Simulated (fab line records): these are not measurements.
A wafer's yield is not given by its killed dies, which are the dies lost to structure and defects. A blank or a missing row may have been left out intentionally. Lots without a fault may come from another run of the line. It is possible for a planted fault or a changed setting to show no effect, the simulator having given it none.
Matching of chambers ; flow sfq-line ; cmp-02 running SFQ_TRILAYER_I4_CMP_CMP_100: 4 sister chambers
The step polishes SiO2. 8 wafers are shown with their chamber, then 9 later ones without.

== EACH WAFER AND ITS CHAMBER ==
wafer;chamber;motor-current-A (A);time-to-endpoint-s (s)
L765.2;3;9.1;216
L776.2;2;11.0;204
L777.4;0;9.0;216
L777.5;0;8.2;213
L777.6;1;11.9;217
L782.1;3;9.3;213
L782.3;2;11.2;204
L782.6;1;11.5;212

== WAFERS WITHOUT THEIR CHAMBER ==
wafer;motor-current-A (A);time-to-endpoint-s (s)
L783.3;11.4;206
L783.5;8.8;213
L783.6;9.2;212
L785.4;9.1;222
L785.5;11.5;218
L785.6;9.7;219
L786.2;11.5;214
L786.5;9.4;215
L786.6;10.6;225

== WHICH CHAMBER EACH ONE RAN IN ==
wafer;from the rows above;in truth
L783.3;2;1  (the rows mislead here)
L783.5;can't be placed: 0 or 3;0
L783.6;can't be placed: 3 or 0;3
L785.4;can't be placed: 3 or 0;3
L785.5;1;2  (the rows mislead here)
L785.6;can't be placed: 3 or 0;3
L786.2;1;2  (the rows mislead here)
L786.5;can't be placed: 3 or 0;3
L786.6;can't be placed: 1 or 3 or 0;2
0 of 9 placed correctly. These rows do not allow placing 6 (true chamber among the candidates in 5). Number placed wrongly: 3.
How it was worked out, from the rows above alone: a wafer's distance from a chamber is the root of the sum, over the readings, of the square of ((its reading less the chamber's mean) divided by the reading's scatter). If the next closest chamber is less than 2 further off than the closest, the wafer can't be placed; otherwise it belongs to the closest. For every chamber, the mean is computed from those of its wafers that are shown. How the scatter is found: for the shown wafers, subtract from each reading the mean of its chamber, square and add these, divide the total by (wafers less chambers), then take the root.
